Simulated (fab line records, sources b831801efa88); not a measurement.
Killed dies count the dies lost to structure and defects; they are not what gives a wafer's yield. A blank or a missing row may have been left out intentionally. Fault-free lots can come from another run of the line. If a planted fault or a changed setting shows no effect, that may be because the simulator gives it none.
Which tool was responsible?	flow sky130	Sampling: 12 lots, 36 wafers, 2 of 708 route steps

== WHAT THE GAUGES READ, wafer by wafer ==
SKY_LI_CONTACT_OVL_MEAS_13.
lot	measured	on	LI_CONTACT_OVL (nm)
L076	day 30 12:41	overlay-02	3 7 5
L077	day 30 22:59	overlay-01	-6 -3 1
L079	day 31 10:23	overlay-01	4 6 10
L081	day 31 19:35	overlay-02	6 1 4
L083	day 32 10:02	overlay-02	7 9 10
L085	day 32 20:05	overlay-01	3 0 2
L087	day 33 17:59	overlay-01	9 9 9
L088	day 34 02:41	overlay-01	-3 6 -7
L090	day 35 07:11	overlay-01	2 10 9
L093	day 35 11:54	overlay-02	5 13 11
L095	day 35 22:06	overlay-02	13 15 9
L097	day 36 05:12	overlay-02	-4 11 -2

== WHICH TOOL RAN EACH LOT (tool, then ch and the chambers of the sampled wafers, then the start) ==
lot	SKY_RES_XHIGH_STRIP_08
L076	plasma asher-02 ch 0,1, day 28 02:39
L077	plasma asher-01 ch 0,1, day 28 12:46
L079	plasma asher-01 ch 0,1, day 29 02:08
L081	plasma asher-01 ch 0,1, day 29 10:17
L083	plasma asher-04 ch 0,1, day 30 01:13
L085	plasma asher-01 ch 0,1, day 30 12:32
L087	plasma asher-01 ch 0,1, day 31 10:13
L088	plasma asher-01 ch 0,1, day 31 20:23
L090	plasma asher-02 ch 0,1, day 33 00:35
L093	plasma asher-02 ch 0,1, day 33 06:39
L095	plasma asher-01 ch 1, day 33 15:41
L097	plasma asher-01 ch 0,1, day 33 23:17
- SKY_RES_XHIGH_STRIP_08: strips in O2/N2.

== THE ANSWER, worked out from the rows above alone ==
Rule: the usual values come from the lots themselves. The widest of any qualifying gaps counts: lots, ordered by their means at a reading, are off when they make up no more than a third of the lots, leave a main group of 4 or more, and stand apart from it by 3 or more times the standard deviation of that group's means. A main group is skipped when, at the precision printed for the reading in the tables above, its means are all equal. Also off: a lot with no number at a reading for which 4 or more lots have one. All remaining lots with rows at the step are treated as sound.
No lot is off on any of the readings shown, so nothing can be concluded from this.

== WHAT WAS PUT IN BY THE SIMULATOR ==
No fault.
